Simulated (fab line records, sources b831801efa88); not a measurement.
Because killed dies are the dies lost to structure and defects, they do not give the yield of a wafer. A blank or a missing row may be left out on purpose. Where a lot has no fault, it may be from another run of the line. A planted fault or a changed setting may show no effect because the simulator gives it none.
Chamber matching || flow sky130 || SKY_LI_CONTACT_ETCH_15 on rie diel-04 has 4 sister chambers
The step etches PSG in C4F8/O2/Ar, stops on Si, target depth 600 nm. 8 wafers are shown with their chamber, then 8 later ones without.

== WAFERS PAIRED WITH THEIR CHAMBERS ==
{"wafer": "L077.5", "chamber": 1, "oes product au (a.u.)": 0.835}
{"wafer": "L078.1", "chamber": 0, "oes product au (a.u.)": 0.832}
{"wafer": "L078.3", "chamber": 3, "oes product au (a.u.)": 0.837}
{"wafer": "L078.6", "chamber": 3, "oes product au (a.u.)": 0.827}
{"wafer": "L085.1", "chamber": 2, "oes product au (a.u.)": 0.837}
{"wafer": "L085.4", "chamber": 1, "oes product au (a.u.)": 0.835}
{"wafer": "L085.5", "chamber": 2, "oes product au (a.u.)": 0.838}
{"wafer": "L089.1", "chamber": 0, "oes product au (a.u.)": 0.841}

== WAFERS WHOSE CHAMBER IS MISSING ==
{"wafer": "L089.2", "oes product au (a.u.)": 0.839}
{"wafer": "L089.5", "oes product au (a.u.)": 0.832}
{"wafer": "L092.1", "oes product au (a.u.)": 0.832}
{"wafer": "L092.5", "oes product au (a.u.)": 0.835}
{"wafer": "L092.6", "oes product au (a.u.)": 0.843}
{"wafer": "L094.2", "oes product au (a.u.)": 0.841}
{"wafer": "L094.3", "oes product au (a.u.)": 0.840}
{"wafer": "L094.4", "oes product au (a.u.)": 0.837}

== EACH ONE'S CHAMBER ==
{"wafer": "L089.2", "from the rows above": "can't be placed: 2 or 0 or 1 or 3", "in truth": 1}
{"wafer": "L089.5", "from the rows above": "can't be placed: 3 or 1 or 0 or 2", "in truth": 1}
{"wafer": "L092.1", "from the rows above": "can't be placed: 3 or 1 or 0 or 2", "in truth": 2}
{"wafer": "L092.5", "from the rows above": "can't be placed: 1 or 0 or 2 or 3", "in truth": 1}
{"wafer": "L092.6", "from the rows above": "can't be placed: 2 or 0 or 1 or 3", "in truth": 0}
{"wafer": "L094.2", "from the rows above": "can't be placed: 2 or 0 or 1 or 3", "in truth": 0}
{"wafer": "L094.3", "from the rows above": "can't be placed: 2 or 0 or 1 or 3", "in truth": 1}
{"wafer": "L094.4", "from the rows above": "can't be placed: 0 or 2 or 1 or 3", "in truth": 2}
Correctly placed: 0 of 8. From these rows, 8 cannot be placed; in 8 the true chamber is one of the candidates. Wrongly placed: 0.
How it was worked out, from the rows above alone: a wafer's distance from a chamber is the root of the sum, over the readings, of the square of ((its reading less the chamber's mean) divided by the reading's scatter). The wafer belongs to the nearest chamber; if the next one is less than 2 further off, it can't be placed. The mean given for a chamber averages the wafers shown for that chamber. The scatter: the root of (the sum of the squares of (reading less its chamber's mean) over the shown wafers, divided by (wafers less chambers)).
